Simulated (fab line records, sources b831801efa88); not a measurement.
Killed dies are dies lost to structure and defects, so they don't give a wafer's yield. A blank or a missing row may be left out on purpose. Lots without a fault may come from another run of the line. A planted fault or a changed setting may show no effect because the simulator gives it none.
Chamber matching | flow gf180mcu | GF_STI_CMP_25 on cmp-01: 4 sister chambers
The step polishes, stops on Si3N4, t overpolish 33 s, target thk 524.6 nm. 14 wafers are shown with their chamber, then 7 later ones without.

WAFERS WITH THEIR CHAMBER
wafer  | chamber | motor_current_A (A) | head_pressure_psi (psi) | time_to_endpoint_s (s)
L226.4 | 2       | 12.1                | 4.005                   | 123.6
L226.5 | 3       | 13.3                | 3.982                   | 126.7
L226.6 | 0       | 11.1                | 3.999                   | 126.9
L228.1 | 3       | 13.5                | 4.005                   | 121.6
L228.3 | 0       | 11.1                | 4.002                   | 123.3
L228.5 | 3       | 12.5                | 3.999                   | 121.7
L229.1 | 0       | 10.7                | 4.008                   | 125.0
L229.4 | 1       | 11.9                | 4.005                   | 123.8
L229.5 | 3       | 12.7                | 3.997                   | 124.8
L232.2 | 1       | 11.7                | 4.009                   | 124.8
L232.3 | 2       | 12.9                | 4.005                   | 125.1
L232.5 | 0       | 10.7                | 4.006                   | 126.4
L235.2 | 3       | 13.8                | 3.984                   | 122.8
L235.3 | 2       | 13.0                | 3.996                   | 123.9

SIGNATURES (means of the wafers above)
reading            | chamber 0 | chamber 1 | chamber 2 | chamber 3 | scatter within a chamber
motor_current_A    | 10.900    | 11.800    | 12.667    | 13.160    | 0.431
head_pressure_psi  | 4.00375   | 4.00700   | 4.00200   | 3.99340   | 0.00713
time_to_endpoint_s | 125.400   | 124.300   | 124.200   | 123.520   | 1.7
Rule: a wafer's distance from a chamber is the root of the sum, over the readings, of the square of ((its reading less the chamber's mean) divided by the reading's scatter). The wafer belongs to the nearest chamber; if the next one is less than 2 further off, it can't be placed. The scatter: the root of (the sum of the squares of (reading less its chamber's mean) over the shown wafers, divided by (wafers less chambers)).

WAFERS WITHOUT THEIR CHAMBER
wafer  | motor_current_A (A) | head_pressure_psi (psi) | time_to_endpoint_s (s)
L235.4 | 11.6                | 3.996                   | 122.6
L236.1 | 12.2                | 3.995                   | 122.5
L236.3 | 12.4                | 4.009                   | 121.4
L236.6 | 10.2                | 4.000                   | 124.2
L245.3 | 10.6                | 4.001                   | 124.2
L245.4 | 12.2                | 4.005                   | 121.5
L245.5 | 12.7                | 4.002                   | 121.2

WHICH CHAMBER EACH WENT THROUGH
wafer  | from the rows above               | in truth
L235.4 | can't be placed: 1 or 0 or 2 or 3 | 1
L236.1 | can't be placed: 2 or 1 or 3 or 0 | 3
L236.3 | can't be placed: 2 or 1 or 3      | 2
L236.6 | can't be placed: 0 or 1           | 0
L245.3 | can't be placed: 0 or 1           | 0
L245.4 | can't be placed: 1 or 2 or 3 or 0 | 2
L245.5 | can't be placed: 2 or 3 or 1      | 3
Placed correctly: 0 of 7. Can't be placed from these rows: 7 (the true chamber is among the candidates in 7). Placed wrongly: 0.
